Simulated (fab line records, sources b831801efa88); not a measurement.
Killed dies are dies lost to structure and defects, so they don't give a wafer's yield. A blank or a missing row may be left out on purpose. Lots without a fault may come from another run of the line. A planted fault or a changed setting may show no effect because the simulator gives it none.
A struck lot beside a sound one | flow sky130 | 25 steps out of a route of 708
Sound: wafers L396.2, L396.4, L396.6. Struck: wafers L407.1, L407.4, L407.5. The cause comes at the end.
At each step with rows: each side's tool, then ch and its chambers, then its first start. Under that, the readings that differ: sound wafers | struck wafers | difference of the means | sigmas: that difference in standard deviations of wafers without a fault.
alike: readings whose means differ by less than 2 such deviations, and words and numbers that are the same on both sides. not compared: withheld readings, readings that some wafer has no value for, bounds like >300 that may hide the same value, and numbers for which the record gives no deviation and whose values overlap.
The two part at a step that has a row with sigmas, a row that says differs or no value, or rows on one side only. Numbers that don't overlap but have no deviation are shown without sigmas and don't part them. A reading that every wafer of one side lacks parts them only if that side has two wafers or more.

first, 3 steps without rows for these wafers: SKY_LOCAL_INTERCONNECT_STRIP_16 (strips in post etch residue remover, time 1200 s); SKY_LOCAL_INTERCONNECT_CLEAN_17 (cleans in IPA, time 180 s); SKY_LOCAL_INTERCONNECT_CLEAN_18 (cleans in O3/DIW).
SKY_CONTACT_CVD_00: deposits Si3N4, target thk 75 nm.
  sound on pecvd-03 ch 0,2, day 30 14:11; struck on pecvd-02 ch 0,1,2, day 33 22:29
  alike: heater_power_outer_w, heater_power_w
SKY_CONTACT_THK_MEAS_01:
  sound on film_metro-04, day 30 14:13; struck on film_metro-01, day 33 22:31
  alike: CONTACT_CVD_00_THK
then, 1 step without rows for these wafers: SKY_CONTACT_HDPCVD_02 (deposits SiO2, target thk 565 nm, time 94.2 s).
SKY_CONTACT_THK_MEAS_03:
  sound on film_metro-03, day 30 14:21; struck on film_metro-03, day 33 22:39
  alike: CONTACT_HDPCVD_THK
SKY_CONTACT_CMP_04: polishes SiO2.
  sound on cmp-01 ch 1,2,3, day 30 14:30; struck on cmp-02 ch 1,2, day 33 22:46
  alike: motor_current_A, time_to_endpoint_s
SKY_CONTACT_BOW_MEAS_05:
  sound on film_metro-04, day 30 14:43; struck on film_metro-01, day 33 23:01
  alike: CONTACT_BOW
then, 3 steps without rows for these wafers: SKY_CONTACT_DEHYDRATE_06 (time 60 s); SKY_CONTACT_HMDS_07 (prime time 60 s); SKY_CONTACT_COAT_08 (resist thk 60 nm).
SKY_CONTACT_COAT_09: resist thk 450 nm.
  sound on litho_track-02 ch 0, day 31 04:00; struck on litho_track-03 ch 0, day 34 12:00
  reading                                        | sound             | struck            | difference | sigmas
  model.KrF-thick_of_CONTACT_COAT_09.thk_nm (nm) | 452.3 451.5 451.3 | 499.4 498.1 498.6 | +47.0      |
then, 4 steps without rows for these wafers: SKY_CONTACT_SOFTBAKE_10 (time 90 s); SKY_CONTACT_EXPOSE_11 (exposes mask CTM1, target cd 170 nm); SKY_CONTACT_PEB_12; SKY_CONTACT_DEVELOP_13 (develop time 60 s).
SKY_CONTACT_CD_MEAS_14: target cd 170 nm.
  sound on cd_sem-01, day 31 18:26; struck on cd_sem-01, day 35 01:04
  alike: cd_nm
SKY_CONTACT_OVL_MEAS_15:
  sound on overlay-01, day 31 18:33; struck on overlay-01, day 35 01:11
  alike: CONTACT_OVL
SKY_CONTACT_ETCH_16: etches BARC in N2/H2, stops on SiO2, time 43.99 s, target depth 60 nm.
  sound on rie_diel-04 ch 1,2,3, day 31 18:35; struck on rie_diel-04 ch 0,2,3, day 35 01:13
  alike: drypump_motor_current_A, oes_product_au, throttle_valve_pct
  not compared: rf_hours_counter_h
SKY_CONTACT_ETCH_17: etches SiO2 in C4F8/O2/Ar, stops on Si3N4, target depth 340 nm.
  sound on rie_diel-04 ch 1,2,3, day 31 18:37; struck on rie_diel-04 ch 0,2,3, day 35 01:16
  alike: oes_product_au
SKY_CONTACT_ETCH_18: etches Si3N4 in CHF3/O2, stops on TiN, time 39 s, target depth 75 nm.
  sound on rie_diel-04 ch 1,2,3; struck on rie_diel-04 ch 0,2,3
  reading                                        | sound           | struck            | difference | sigmas
  model.KrF-thick_of_CONTACT_COAT_09.thk_nm (nm) | 250 244.5 240.7 | 292.7 296.6 294.8 | +49.6      |
  alike: drypump_motor_current_A, oes_product_au, throttle_valve_pct
  not compared: rf_hours_counter_h
SKY_CONTACT_STRIP_19: strips in O2/N2.
  sound on plasma_asher-02 ch 1, day 31 18:43; struck on plasma_asher-02 ch 0, day 35 01:21
  reading                      | sound             | struck            | difference | sigmas
  oes_product_au (a.u.)        | 0.384 0.381 0.378 | 0.399 0.403 0.403 | +0.021     | +5
  strip_time_to_endpoint_s (s) | 3.69 3.64 3.59    | 4.16 4.18 4.17    | +0.53      | +16
  alike: drypump_motor_current_A, o2_flow_sccm
  not compared: rf_hours_counter_h
then, 1 step without rows for these wafers: SKY_CONTACT_STRIP_20 (strips in post etch residue remover, time 1200 s).
-- the record jumps here: 13 days lie between the struck wafers' starts before and after (it left off in module CONTACT and takes up again in module PAD_OPEN, whose first step shown is number 708 of the route) --
SKY_PAD_OPEN_PROBE_99:
  the record has rows for the struck wafers here (prober-02, day 48 11:23) and none for the sound ones

WHERE THEY PART
First at SKY_CONTACT_STRIP_19; last, within this record, at SKY_PAD_OPEN_PROBE_99.

WHY: what the simulator had put in
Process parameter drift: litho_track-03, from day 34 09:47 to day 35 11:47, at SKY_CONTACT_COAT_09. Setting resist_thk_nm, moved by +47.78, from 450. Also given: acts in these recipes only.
